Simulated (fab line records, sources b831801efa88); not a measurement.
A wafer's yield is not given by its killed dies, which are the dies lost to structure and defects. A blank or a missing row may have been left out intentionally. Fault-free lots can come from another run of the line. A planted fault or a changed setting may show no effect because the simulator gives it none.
Which tool was responsible? -- flow sky130 -- 42 wafers from 14 lots sampled at 4 of the route's 708 steps

== WHAT EACH GAUGE READ, for each wafer ==
SKY_FIELD_ISO_BOW_MEAS_00. Usual: for INCOMING_BOW the level is 0 um and the standard deviation is 6.1.
lot,measured,on,INCOMING_BOW (um),flag
L852,day 1 10:00,film-metro-04,6 6 5,
L853,day 1 15:00,film-metro-04,7 -5 -3,
L856,day 2 06:01,film-metro-03,0 -4 -1,
L857,day 2 11:01,film-metro-03,7 -6 14,
L858,day 2 16:00,film-metro-03,-3 4 -3,
L860,day 3 02:00,film-metro-04,-3 6 -3,
L861,day 3 07:00,film-metro-01,-4 -6 -11,
L862,day 3 12:00,film-metro-04,-4 -3 -7,
L867,day 4 13:00,film-metro-04,2 9 -4,
L868,day 4 18:00,film-metro-03,-2 -1 -12,
L872,day 5 14:02,film-metro-04,3 -2 -3,
L873,day 5 19:01,film-metro-01,-11 0 3,
L874,day 6 00:00,film-metro-04,-2 -8 -2,
L875,day 6 05:01,film-metro-03,2 -2 -8,

SKY_NWELL_OVL_MEAS_23. Usual: for NWELL_01_OVL the level is -0.4 nm and the standard deviation is 1.3.
lot,measured,on,NWELL_01_OVL (nm),flag
L852,day 5 03:29,overlay-01,-1.2 -1.7 -0.1,
L853,day 5 14:35,overlay-02,0.2 -0.1 -0.9,
L856,day 6 04:35,overlay-01,2.0 0.9 1.7,
L857,day 6 11:59,overlay-01,0.9 -2.2 0.1,
L858,day 6 19:56,overlay-02,0.8 -0.8 -2.5,
L860,day 7 05:08,overlay-02,0.9 0.2 2.2,
L861,day 7 10:35,overlay-01,-0.3 -1.5 -0.5,
L862,day 7 21:38,overlay-02,-1.7 -2.2 -1.6,
L872,day 10 18:24,overlay-02,-2.2 0.1 -1.7,
L873,day 10 18:20,overlay-02,-0.4 -1.8 -1.6,
L874,day 10 21:23,overlay-02,0.5 1.0 0.4,
L875,day 11 01:40,overlay-02,-2.4 -2.4 -0.4,

== WHAT TOOL EACH LOT RAN ON (gives the tool, then ch and the chambers of the sampled wafers, and finally the start) ==
lot,SKY_FIELD_ISO_EXPOSE_10,SKY_DNWELL_STRIP_08
L852,"krf-scanner-01 ch 0, day 1 21:29","plasma-asher-04 ch 0,1, day 3 03:07"
L853,"krf-scanner-01 ch 0, day 2 02:16","plasma-asher-03 ch 0,1, day 3 12:32"
L856,"krf-scanner-01 ch 0, day 2 17:20","plasma-asher-03 ch 0,1, day 4 00:08"
L857,"krf-scanner-01 ch 0, day 3 01:02","plasma-asher-03 ch 0,1, day 4 07:32"
L858,"krf-scanner-01 ch 0, day 3 05:11","plasma-asher-03 ch 0,1, day 4 14:07"
L860,"krf-scanner-02 ch 0, day 3 14:31","plasma-asher-03 ch 0,1, day 4 23:16"
L861,"krf-scanner-01 ch 0, day 3 19:47","plasma-asher-04 ch 0,1, day 5 02:56"
L862,"krf-scanner-02 ch 0, day 4 01:35","plasma-asher-03 ch 1, day 5 12:29"
L867,"krf-scanner-01, day 5 03:46",-
L868,"krf-scanner-01, day 5 09:31",-
L872,"krf-scanner-02 ch 0, day 6 03:48","plasma-asher-03 ch 0,1, day 8 01:28"
L873,"krf-scanner-01 ch 0, day 6 08:32","plasma-asher-01 ch 0,1, day 8 01:01"
L874,"krf-scanner-02 ch 0, day 6 13:29","plasma-asher-04 ch 0,1, day 8 03:20"
L875,"krf-scanner-01 ch 0, day 6 18:21","plasma-asher-01 ch 0,1, day 8 07:29"
- SKY_FIELD_ISO_EXPOSE_10: exposes mask FOM, target cd 150 nm.
- SKY_DNWELL_STRIP_08: strips in O2/N2.

== AS READ BY THE TOOLS THEMSELVES (means over the sampled wafers that have a number; for cases with no such wafer, the mark the record gives instead) ==
SKY_FIELD_ISO_EXPOSE_10. Usual: exposure-dose-mJ-cm2 28.24, standard deviation 0.21; focus-offset-nm 0.1 nm, standard deviation 0.55; reticle-temp-C 23.00 C, standard deviation 0.1.
lot,tool,exposure-dose-mJ-cm2,focus-offset-nm (nm),reticle-temp-C (C),flag
L852,krf-scanner-01,28.42,0.3,23.04,
L853,krf-scanner-01,28.42,-0.4,22.86,
L856,krf-scanner-01,28.41,-0.0,22.96,
L857,krf-scanner-01,28.43,0.1,23.10,
L858,krf-scanner-01,28.43,-0.0,22.92,
L860,krf-scanner-02,28.00,0.1,22.96,
L861,krf-scanner-01,28.42,1.1,23.05,
L862,krf-scanner-02,27.96,0.2,23.10,
L867,krf-scanner-01,-,-,-,OFF
L868,krf-scanner-01,-,-,-,OFF
L872,krf-scanner-02,28.03,0.3,22.94,
L873,krf-scanner-01,28.42,0.4,22.95,
L874,krf-scanner-02,27.99,-0.3,23.08,
L875,krf-scanner-01,28.38,-0.0,22.81,

SKY_DNWELL_STRIP_08. Usual: drypump-motor-current-A 5.8 A, standard deviation 0.61; oes-product-au 0.722 a.u., standard deviation 0.0042; strip-time-to-endpoint-s 36.92 s, standard deviation 0.093.
lot,tool,drypump-motor-current-A (A),oes-product-au (a.u.),strip-time-to-endpoint-s (s),flag
L852,plasma-asher-04,5.5,0.724,36.97,
L853,plasma-asher-03,5.7,0.722,36.88,
L856,plasma-asher-03,5.6,0.724,37.02,
L857,plasma-asher-03,5.6,0.720,37.06,
L858,plasma-asher-03,5.6,0.719,36.98,
L860,plasma-asher-03,5.6,0.724,36.92,
L861,plasma-asher-04,5.5,0.722,37.14,
L862,plasma-asher-03,6.5,0.726,36.81,
L872,plasma-asher-03,6.1,0.721,36.90,
L873,plasma-asher-01,5.7,0.720,36.84,
L874,plasma-asher-04,5.5,0.719,36.85,
L875,plasma-asher-01,6.1,0.721,36.99,

== THE ANSWER, worked out from the rows above alone ==
Rule: a lot counts as off when the mean over its wafers that have a number is more than 3 standard deviations away from the usual mean. A lot without any number at a reading at which 4 lots or more have one is off too. Where the step has rows for the other lots, those lots are counted as sound. After the gauges, taken in route order, come the tools' own readings; for these a lot's mean is taken, as printed above. At the first step where some lot is off, the reading lying furthest off is the one used; lots without a number count as furthest.
Off: L867, L868, at SKY_FIELD_ISO_EXPOSE_10 (exposure-dose-mJ-cm2). Without a number there: L867, L868.
A tool fits if, at that step or a process step before it, it ran every lot that is off, and no sound lot after the first of them. None of those tried fits.

== WHAT THE SIMULATOR HAD PUT IN ==
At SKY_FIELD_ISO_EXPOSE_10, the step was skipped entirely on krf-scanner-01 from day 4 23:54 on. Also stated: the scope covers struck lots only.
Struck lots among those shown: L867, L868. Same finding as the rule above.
